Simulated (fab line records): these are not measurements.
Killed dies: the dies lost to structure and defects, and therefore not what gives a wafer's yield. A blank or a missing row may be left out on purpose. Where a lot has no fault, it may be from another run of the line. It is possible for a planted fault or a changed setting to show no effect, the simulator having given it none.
2 desks, one fault | flow gf180mcu | each desk has only its own numbers; what lay behind them comes last

THE TOOL OWNER'S DESK: implanter-04
The tool's own readings at GF_MVPSD_IMPLANT_09, given as means over the sampled wafers that have a number, one for each lot that went through this tool. Marked OUT: a lot whose mean sits more than 4 standard deviations from the usual mean, which makes it out of limits; the brackets give that distance.
Columns: A = beam_energy_keV at GF_MVPSD_IMPLANT_09, usual 40.004
lot  | first seen here | A
L679 | day 7 01:05     | 40.010
L680 | day 7 03:55     | 39.992
L691 | day 10 00:44    | 40.023
This desk's verdict: no lot among the 3 shows anything out of limits.

METROLOGY DESK
What the gauges read for every lot (on any tool): the sampled wafers with a number, averaged. Marked OUT: a lot whose mean sits more than 4 standard deviations from the usual mean, which makes it out of limits; the brackets give that distance.
Columns: A = MVSD_TW at GF_MVSD_TW_MEAS_11, usual 1590; B = MVPSD_OVL at GF_MVPSD_OVL_MEAS_07, usual -0.7 nm; C = MVPSD_TW at GF_MVPSD_TW_MEAS_11, usual 556.9; D = VT_IMPLANT_OVL at GF_VT_IMPLANT_OVL_MEAS_07, usual -0.5 nm; E = VT_IMPLANT_TW at GF_VT_IMPLANT_TW_MEAS_10, usual 568; F = VT_IMPLANT_01_OVL at GF_VT_IMPLANT_OVL_MEAS_18, usual -0.6 nm; G = VT_IMPLANT_2_TW at GF_VT_IMPLANT_TW_MEAS_21, usual 1222
lot  | first seen here | A    | B    | C     | D    | E   | F    | G
L677 | day 5 20:53     | 1580 | -1.7 | 558.3 | 0.7  | 567 | -0.2 | 1222
L678 | day 6 06:06     | 1599 | -2.3 | 559.6 | 1.4  | 567 | -0.4 | 1221
L679 | day 6 09:53     | 1588 | 2.1  | 557.8 | -0.3 | 566 | -0.1 | 1216
L680 | day 6 12:40     | 1595 | -1.3 | 555.9 | -1.1 | 567 | 0.0  | 1211
L691 | day 9 07:34     | 1588 | -1.4 | 553.4 | 1.2  | 574 | 1.2  | 1238
This desk's verdict: no lot among the 5 shows anything out of limits.

PUT TOGETHER
The desk of the tool owner found nothing out of limits.
The metrology desk saw nothing out of limits.

WHAT THE SIMULATOR HAD PUT IN
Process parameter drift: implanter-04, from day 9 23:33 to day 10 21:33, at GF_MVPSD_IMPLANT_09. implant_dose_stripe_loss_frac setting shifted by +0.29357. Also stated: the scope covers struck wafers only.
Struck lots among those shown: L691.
